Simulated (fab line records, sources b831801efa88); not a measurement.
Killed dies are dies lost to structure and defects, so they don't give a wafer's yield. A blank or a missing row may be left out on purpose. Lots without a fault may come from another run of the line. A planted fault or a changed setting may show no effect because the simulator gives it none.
A struck lot beside a sound one | flow sky130 | 15 steps out of a route of 708
Sound: wafers L606.2, L606.4, L606.6. Struck: wafers L618.1, L618.2, L618.4. The cause comes at the end.
At each step with rows: each side's tool, then ch and its chambers, then its first start. Under that, the readings that differ: sound wafers | struck wafers | difference of the means | sigmas: that difference in standard deviations of wafers without a fault.
alike: readings whose means differ by less than 2 such deviations, and words and numbers that are the same on both sides. not compared: withheld readings, readings that some wafer has no value for, bounds like >300 that may hide the same value, and numbers for which the record gives no deviation and whose values overlap.
The two part at a step that has a row with sigmas, a row that says differs or no value, or rows on one side only. Numbers that don't overlap but have no deviation are shown without sigmas and don't part them. A reading that every wafer of one side lacks parts them only if that side has two wafers or more.

first, 1 step without rows for these wafers: SKY_GATE_OXIDE_OXIDATION_01 (stabilise 600 s, purge 300 s, target thk 10.268 nm).
SKY_GATE_OXIDE_THK_MEAS_02:
  sound on film_metro-02, day 12 20:08; struck on film_metro-01, day 16 19:17
  alike: GATE_OXIDE_OXIDATION_00_THK
then, 7 steps without rows for these wafers: SKY_GATE_OXIDE_DEHYDRATE_03 (time 60 s); SKY_GATE_OXIDE_HMDS_04 (prime time 60 s); SKY_GATE_OXIDE_COAT_05 (resist thk 1140 nm); SKY_GATE_OXIDE_SOFTBAKE_06 (time 60 s); SKY_GATE_OXIDE_EXPOSE_07 (exposes mask LVOM, target cd 600 nm); SKY_GATE_OXIDE_PEB_08; SKY_GATE_OXIDE_DEVELOP_09 (develop time 60 s).
SKY_GATE_OXIDE_OVL_MEAS_10:
  sound on overlay-01, day 13 20:38; struck on overlay-02, day 18 00:08
  reading             | sound       | struck         | difference | sigmas
  GATE_OXIDE_OVL (nm) | 1.4 1.7 2.2 | -1.9 -1.7 -1.6 | -3.5       | -2
then, 2 steps without rows for these wafers: SKY_GATE_OXIDE_IMPLANT_11; SKY_GATE_OXIDE_WET_ETCH_12 (etches SiO2 in dHF, target depth 16.8 nm, time 336 s).
SKY_GATE_OXIDE_STRIP_13: strips in O2/N2.
  sound on plasma_asher-02 ch 0,1, day 13 20:55; struck on plasma_asher-02 ch 0,1, day 18 00:26
  reading                                         | sound             | struck            | difference                    | sigmas
  oes_product_au (a.u.)                           | 0.724 0.717 0.717 | 0.953 0.952 0.951 | +0.233                        | +51
  strip_time_to_endpoint_s (s)                    | 14.20 14.20 14.26 | - - -             | no value on the struck wafers |
  model.NOVOLAK_of_GATE_OXIDE_COAT_05.thk_nm (nm) | 0 0 0             | 250.2 248.8 250   | +249.7                        |
  alike: drypump_motor_current_A
  not compared: rf_hours_counter_h
SKY_GATE_OXIDE_TW_MEAS_14:
  sound on film_metro-02, day 13 21:01; struck on film_metro-02, day 18 00:32
  alike: GATE_OXIDE_TW
-- the record jumps here: 31 days lie between the struck wafers' starts before and after (it left off in module GATE_OXIDE and takes up again in module PAD_OPEN, whose first step shown is number 708 of the route) --
SKY_PAD_OPEN_PROBE_99:
  sound on prober-02, day 45 17:15; struck on prober-01, day 48 17:40
  reading             | sound    | struck      | difference | sigmas
  killed_at_front_end | 8 23 14  | 424 420 418 | +406       | +80
  killed_at_other     | 0 0 0    | 3 0 1       | +1         | +2
  killed_dies         | 76 87 71 | 492 492 492 | +414       | +41
  killed_on_rim       | 21 15 13 | 96 96 96    | +80        | +22
  alike: killed_at_M0_to_M3, killed_at_M4_up, killed_at_contacts, killed_open, killed_short

WHERE THEY PART
First at SKY_GATE_OXIDE_OVL_MEAS_10; last, within this record, at SKY_PAD_OPEN_PROBE_99.

WHY: what the simulator had put in
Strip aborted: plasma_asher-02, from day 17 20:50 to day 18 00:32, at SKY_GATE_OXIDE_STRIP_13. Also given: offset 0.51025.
